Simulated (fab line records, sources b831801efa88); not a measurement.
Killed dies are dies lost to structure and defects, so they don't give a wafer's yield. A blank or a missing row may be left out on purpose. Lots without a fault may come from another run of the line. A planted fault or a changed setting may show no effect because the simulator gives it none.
Split-lot experiment | flow sky130 | 5 lots, 23 wafers read, on a route of 708 steps

THE SPLIT
At SKY_FIELD_ISO_OXIDATION_01 (stabilise 600 s, purge 300 s, target thk 12 nm), the setting ox_time_s was moved away from the recipe's 1843 s on 15 of the 23 wafers read, by -9.9% to +9.5%. The other wafers ran this setting at the recipe's value.

The file shows no step between the split and the reading.

THE READING
FIELD_ISO_OXIDATION_00_THK, in nm, at SKY_FIELD_ISO_THK_MEAS_02. Fault-free wafers of this fab line usually give 12.08 nm, standard deviation 0.22 nm.

wafer  | tool, chamber at the split | ox_time_s as run, s | against the recipe | FIELD_ISO_OXIDATION_00_THK, nm | against lot-mates on the recipe
L076.2 | furnace-02, 0              | 1843                | recipe             | 11.79                          | -
L076.4 | furnace-02, 0              | 1843                | recipe             | 11.89                          | -
L076.5 | furnace-02, 0              | 1843                | recipe             | 12.02                          | -
L077.1 | -, -                       | 2019                | +9.5%              | 12.50                          | no lot-mate on the recipe
L077.2 | -, -                       | 2019                | +9.5%              | 12.45                          | no lot-mate on the recipe
L077.4 | -, -                       | 2019                | +9.5%              | 12.62                          | no lot-mate on the recipe
L077.5 | -, -                       | 2019                | +9.5%              | 12.60                          | no lot-mate on the recipe
L077.6 | -, -                       | 2019                | +9.5%              | 12.70                          | no lot-mate on the recipe
L082.1 | -, -                       | 1927                | +4.6%              | 12.39                          | no lot-mate on the recipe
L082.2 | -, -                       | 1927                | +4.6%              | 12.30                          | no lot-mate on the recipe
L082.3 | -, -                       | 1927                | +4.6%              | 12.28                          | no lot-mate on the recipe
L082.4 | -, -                       | 1927                | +4.6%              | 12.31                          | no lot-mate on the recipe
L082.6 | -, -                       | 1927                | +4.6%              | 12.40                          | no lot-mate on the recipe
L083.1 | -, -                       | 1661                | -9.9%              | 11.29                          | no lot-mate on the recipe
L083.2 | -, -                       | 1661                | -9.9%              | 11.31                          | no lot-mate on the recipe
L083.3 | -, -                       | 1661                | -9.9%              | 11.28                          | no lot-mate on the recipe
L083.4 | -, -                       | 1661                | -9.9%              | 11.32                          | no lot-mate on the recipe
L083.6 | -, -                       | 1661                | -9.9%              | 11.03                          | no lot-mate on the recipe
L084.1 | -, -                       | 1843                | recipe             | 11.92                          | -
L084.2 | -, -                       | 1843                | recipe             | 11.98                          | -
L084.3 | -, -                       | 1843                | recipe             | 11.91                          | -
L084.5 | -, -                       | 1843                | recipe             | 11.88                          | -
L084.6 | -, -                       | 1843                | recipe             | 12.01                          | -

THE FIT
A straight line over all 23 wafers: FIELD_ISO_OXIDATION_00_THK changes by +0.0702 nm for each +1% of ox_time_s; r = +0.98; the points scatter about the line by 0.095 nm.
Too few moved wafers have a lot-mate on the recipe to fit a line with each lot's own level taken away.

THE WHOLE CHAIN: every reading that the file lists as answering this split, in the file's order
step                       | what it does                                            | reading                                                                                | change (the file's fit)                | r (the file's)
SKY_FIELD_ISO_OXIDATION_01 | stabilise 600 s, purge 300 s, target thk 12 nm          | SiO2_of_FIELD_ISO_OXIDATION_01.thk_nm (the simulator's own value, which no gauge read) | +0.0688 nm for each +1% of the setting | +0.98
SKY_FIELD_ISO_THK_MEAS_02  |                                                         | FIELD_ISO_OXIDATION_00_THK                                                             | +0.0703 for each +1% of the setting    | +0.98
SKY_FIELD_ISO_WET_ETCH_29  | etches Si3N4 in H3PO4, target depth 160 nm, time 1825 s | SiO2_of_FIELD_ISO_OXIDATION_01.thk_nm (the simulator's own value, which no gauge read) | +0.0716 nm for each +1% of the setting | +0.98

THE FILE'S OWN FIT
FIELD_ISO_OXIDATION_00_THK changes by +0.0703 nm for each +1% of ox_time_s, r = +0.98.
